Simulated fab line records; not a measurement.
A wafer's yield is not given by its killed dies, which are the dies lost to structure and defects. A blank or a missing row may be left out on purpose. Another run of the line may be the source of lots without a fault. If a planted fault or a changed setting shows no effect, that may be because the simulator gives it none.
Struck lot and sound lot, side by side | flow sky130 | 17 steps out of a route of 708
Sound: wafers L402.2, L402.3, L402.5. Struck: wafers L414.2, L414.3, L414.6. The cause is named last.
Each step with rows lists, per side, the tool, then ch with its chambers, then its first start. Under that, the readings that differ: sound wafers | struck wafers | difference of the means | sigmas: that difference in standard deviations of wafers without a fault.
alike: readings whose means differ by less than 2 such deviations, and words and numbers that are the same on both sides. not compared: withheld readings, readings that some wafer has no value for, bounds like >300 that may hide the same value, and numbers for which the record gives no deviation and whose values overlap.
A row with sigmas, a row that says differs or no value, or rows on one side alone: a step with any of these is where the two part. When numbers do not overlap yet have no deviation, they are printed without sigmas and do not part them. A reading missing from all wafers of one side parts the sides only when that side holds two or more wafers.

first, 1 step without rows for these wafers: SKY_VT_ADJUST_LVTN_IMPLANT_19.
SKY_VT_ADJUST_LVTN_STRIP_20: strips in O2/N2.
  sound on plasma_asher-01 ch 0,1, day 7 17:26; struck on plasma_asher-01 ch 0,1, day 11 06:47
  alike: drypump_motor_current_A, oes_product_au, strip_time_to_endpoint_s
  not compared: rf_hours_counter_h
SKY_VT_ADJUST_LVTN_TW_MEAS_21:
  sound on film_metro-04 at day 7 17:32; struck on film_metro-02 at day 11 06:53
  alike: VT_ADJUST_LVTN_2_TW
then, 7 steps without rows for these wafers: SKY_VT_ADJUST_NCORE_DEHYDRATE_00 (time 60 s); SKY_VT_ADJUST_NCORE_HMDS_01 (prime time 60 s); SKY_VT_ADJUST_NCORE_COAT_02 (resist thk 1140 nm); SKY_VT_ADJUST_NCORE_SOFTBAKE_03 (time 60 s); SKY_VT_ADJUST_NCORE_EXPOSE_04 (exposes mask LVTN COMPLEMENT THIN, target cd 380 nm); SKY_VT_ADJUST_NCORE_PEB_05; SKY_VT_ADJUST_NCORE_DEVELOP_06 (develop time 60 s).
SKY_VT_ADJUST_NCORE_CD_MEAS_07: target cd 380 nm.
  sound on cd_sem-01 at day 8 13:58; struck on cd_sem-01 at day 12 06:01
  alike: cd_nm
SKY_VT_ADJUST_NCORE_OVL_MEAS_08:
  sound on overlay-01 at day 8 14:05; struck on overlay-01 at day 12 06:08
  alike: VT_ADJUST_NCORE_OVL
SKY_VT_ADJUST_NCORE_IMPLANT_09:
  sound on implanter-01 ch 0, day 8 14:08; struck on implanter-01 ch 0, day 12 06:11
  reading            | sound                           | struck                        | difference | sigmas
  dose_ions_cm2      | 2.4013e+12 2.406e+12 2.4017e+12 | 2.433e+11 2.398e+11 2.417e+11 | -2.161e+12 | -99 or more
  faraday_current_uA | 13.1 13.8 13.6                  | 1.3 1.4 1.4                   | -12.1      | -39
SKY_VT_ADJUST_NCORE_STRIP_10: strips in O2/N2.
  sound on plasma_asher-02 ch 0, day 8 14:16; struck on plasma_asher-03 ch 0,1, day 12 06:19
  reading                     | sound       | struck      | difference | sigmas
  drypump_motor_current_A (A) | 6.6 6.6 6.6 | 5.4 6.4 5.4 | -0.9       | -2
  alike: oes_product_au, strip_time_to_endpoint_s
  not compared: rf_hours_counter_h
SKY_VT_ADJUST_NCORE_TW_MEAS_11:
  sound on film_metro-03 at day 8 14:22; struck on film_metro-02 at day 12 06:25
  reading            | sound             | struck            | difference | sigmas
  VT_ADJUST_NCORE_TW | 220.1 221.4 220.8 | 117.8 117.9 118.6 | -102.7     | -57
then, 1 step without rows for these wafers: SKY_VT_ADJUST_HVTR_DEHYDRATE_00 (time 60 s).
-- a jump in the record: the struck wafers' starts before and after are 37 days apart (it breaks off in module VT_ADJUST_HVTR and resumes in module PAD_OPEN, where the first step shown is number 708 of the route) --
SKY_PAD_OPEN_PROBE_99:
  sound on prober-02 at day 45 14:29; struck on prober-02 at day 49 00:28
  reading                                    | sound                         | struck                        | difference | sigmas
  model.etest.pfet_16v.r_on_ohm_um           | 1.589e+04 1.571e+04 1.563e+04 | 1.9e+04 1.864e+04 1.898e+04   | +3.1e+03   |
  model.etest.nfet_16v.r_on_ohm_um           | 1.426e+04 1.434e+04 1.409e+04 | 1.144e+04 1.127e+04 1.139e+04 | -2.863e+03 |
  model.etest.pfet_g5v0d10v5.r_on_ohm_um     | 4761 4733 4743                | 5832 5816 5845                | +1085      |
  model.etest.tip_p.rs_ohm_sq                | 7125 7025 7118                | 7571 7620 7629                | +517       |
  model.etest.pfet_01v8.r_on_ohm_um          | 3030 2874 2944                | 3271 3306 3305                | +345       |
  model.etest.res_pwell_under_gate.rs_ohm_sq | 2295 2302 2298                | 2601 2616 2611                | +311       |
  model.etest.nfet_g5v0d10v5.r_on_ohm_um     | 1895 1882 1860                | 1610 1612 1634                | -260       |
  model.etest.tip_p_5v.rs_ohm_sq             | 2883 2870 2882                | 3076 3071 3074                | +195       |
  alike: killed_at_M0_to_M3, killed_at_M4_up, killed_at_contacts, killed_at_front_end, killed_at_other, killed_dies, killed_open, killed_short

## WHERE THEY PART
Last at SKY_VT_ADJUST_NCORE_TW_MEAS_11 as far as this record goes, first at SKY_VT_ADJUST_NCORE_IMPLANT_09. Later steps at which nothing parts them and some readings are alike: SKY_PAD_OPEN_PROBE_99.

WHY: what the simulator had put in
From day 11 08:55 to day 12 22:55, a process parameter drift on implanter-01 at SKY_VT_ADJUST_NCORE_IMPLANT_09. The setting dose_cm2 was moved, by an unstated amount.
